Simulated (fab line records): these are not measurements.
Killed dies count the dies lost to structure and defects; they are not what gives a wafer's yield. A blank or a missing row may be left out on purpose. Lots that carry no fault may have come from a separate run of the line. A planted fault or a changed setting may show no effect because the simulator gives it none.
Which of the tools did it?	flow sky130	7 lots with 21 wafers sampled at 2 steps, on a route of 708 steps

## WHAT THE GAUGES READ, wafer by wafer
SKY_LDD_P_TW_MEAS_11.
lot	measured	on	LDD_P_TW
L463	day 20 07:47	filmMetro-02	650 650 648
L465	day 21 07:55	filmMetro-01	633 635 628
L467	day 21 16:29	filmMetro-01	629 631 635
L469	day 22 21:54	filmMetro-03	626 627 626
L471	day 23 07:24	filmMetro-02	649 650 646
L474	day 24 10:10	filmMetro-01	1042 1045 1043
L476	day 24 19:01	filmMetro-03	1039 1040 1040

## TOOL THAT RAN EACH LOT (tool first, then ch and the chambers of the sampled wafers, then the start)
lot	SKY_LDD_P_IMPLANT_09
L463	implanter-04 ch 0, day 20 07:34
L465	implanter-01 ch 0, day 21 07:40
L467	implanter-02 ch 0, day 21 16:15
L469	implanter-04 ch 0, day 22 21:41
L471	implanter-04 ch 0, day 23 07:09
L474	implanter-04 ch 0, day 24 09:55
L476	implanter-04 ch 0, day 24 18:46
- SKY_LDD_P_IMPLANT_09

## THE ANSWER, worked out from the rows above alone
Rule: usual is defined by the lots themselves. Put in order of their means at a reading, lots are off if they are a third of the lots or fewer, leave a main group of 4 or more, and stand apart from it by a gap of 3 or more times the standard deviation of the main group's means; of several such gaps the widest counts. The tables above print the reading to a certain number of digits; a main group whose means all agree to those digits is not used. A lot without any number at a reading at which 4 lots or more have one is off too. Where the step has rows for the other lots, those lots are counted as sound.
Off: L474, L476, seen at SKY_LDD_P_TW_MEAS_11 (LDD_P_TW). The main group has a mean of 638 with a standard deviation of 9.4.
A tool fits if, at a process step before that reading, it ran every lot that is off, and no sound lot after the first of them. Those tools and the gauges at SKY_LDD_P_TW_MEAS_11 are tried in the same way. One fits: implanter-04 at SKY_LDD_P_IMPLANT_09. Its last sound lot is L471 (day 23 07:09), its first lot that is off L474 (day 24 09:55): a fault that began between those two fits.

## WHAT HAD BEEN PUT IN BY THE SIMULATOR
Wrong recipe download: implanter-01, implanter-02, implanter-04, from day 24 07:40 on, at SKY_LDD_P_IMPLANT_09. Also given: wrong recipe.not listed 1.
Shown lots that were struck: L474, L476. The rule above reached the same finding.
